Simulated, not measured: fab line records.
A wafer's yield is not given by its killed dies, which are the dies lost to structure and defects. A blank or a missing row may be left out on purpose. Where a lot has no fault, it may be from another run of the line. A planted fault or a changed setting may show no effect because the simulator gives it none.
Problem report, 8D (eight disciplines) form, completed by code	flow sky130	the parts of the form that need people (team, actions taken, sign-off) are left out

1. THE PROBLEM
Wafers without a fault read 380.2 nm, standard deviation 2.1; cd nm at SKY_SD_N_CD_MEAS_07 reads a mean of 454.8 nm on 3 wafers belonging to 2 lots. That is +36 standard deviations from the usual mean.
The step: target cd 380 nm.
The first sign was on wafer L728.2 at day 34 21:23, on cd sem-01. At this step, 42 wafers from 14 lots have a number in the record. Rule for "out", or "out of limits": more than 4 standard deviations from the usual mean. The other wafers with a number count as sound.

2. WHAT IT IS; WHAT IT IS NOT
question	is	is not
which readings at this step	cd nm	-
which lots	L728, L729	L706, L707, L708, L709, L710, L711, L712, L715, L716, L717, L718, L719
which wafers of those lots	L728.2, L728.5, L729.5	L728.3, L729.1, L729.4
read on which gauges	cd sem-01	cd sem-02
when	from day 34 21:23	up to then (37 sound wafers); but 2 sound wafers of L729 came after

3. SUSPECTS, AND WHAT RULES EACH OUT
Counting: a tool at a process step up to the reading stays a suspect if it ran every lot that is out. Sound lots after the first of them don't rule it out here, since some wafers of a struck lot are sound.
- the gauge at SKY_SD_N_CD_MEAS_07 has been ruled out. All the wafers that are out were read on cd sem-01, but those of them that SKY_SD_N_STRIP_11 has rows for are out there too, on other tools.
- litho track-04 at SKY_SD_N_COAT_02 (resist thk 1140 nm): kept. It ran every lot that is out, first L728 (day 34 08:14); its last sound lot up to then is L716 (day 31 22:56).
Remaining after the count: litho track-04 at SKY_SD_N_COAT_02.

4. THE CAUSE (what the simulator had put in)
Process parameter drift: litho track-04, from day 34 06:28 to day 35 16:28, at SKY_SD_N_COAT_02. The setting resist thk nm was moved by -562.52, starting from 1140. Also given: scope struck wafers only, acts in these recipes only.
Counting left only this tool.

5. THE EFFECT CHAIN, in route order
Each row: a reading whose mean over the struck wafers that have a number lies more than 3 standard deviations from the usual. Only readings whose record carries a usual standard deviation are examined. hours: median over the lots of the time between each lot's start at the first step of this table that gives one and its start at this step. sigmas: the change, counted in usual standard deviations.
hours	step	reading	usual	on struck wafers	change	sigmas
0	SKY_SD_N_CD_MEAS_07	cd nm	380.2 nm	454.8	+74.6	+36
0	SKY_SD_N_STRIP_11	oes product au	0.527 a.u.	0.447	-0.080	-18
0	SKY_SD_N_STRIP_11	strip time to endpoint s	22.54 s	16.12	-6.42	-99 or more
The process steps in it:
- SKY_SD_N_STRIP_11: strips in O2/N2.
Later measuring or inspecting steps at which every struck wafer that the step has a row for has a number for every such reading, and none has moved that far: SKY_LI_CONTACT_BOW_MEAS_03.

6. WHAT WOULD HAVE CAUGHT IT SOONER
Counted from the fault's start at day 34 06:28, it took 15 hours until the first out-of-limits reading at a measuring or inspecting step in this record, taken at day 34 21:23.
An alarm limit of 4 standard deviations would not have fired on the tool readings at SKY_SD_N_COAT_02 for which the record gives a usual standard deviation, since none of them was out on any struck wafer.
Of the lots that are out (2), L729 began SKY_SD_N_COAT_02 on litho track-04 after day 34 21:23. Holding the tool at that time would have saved it.
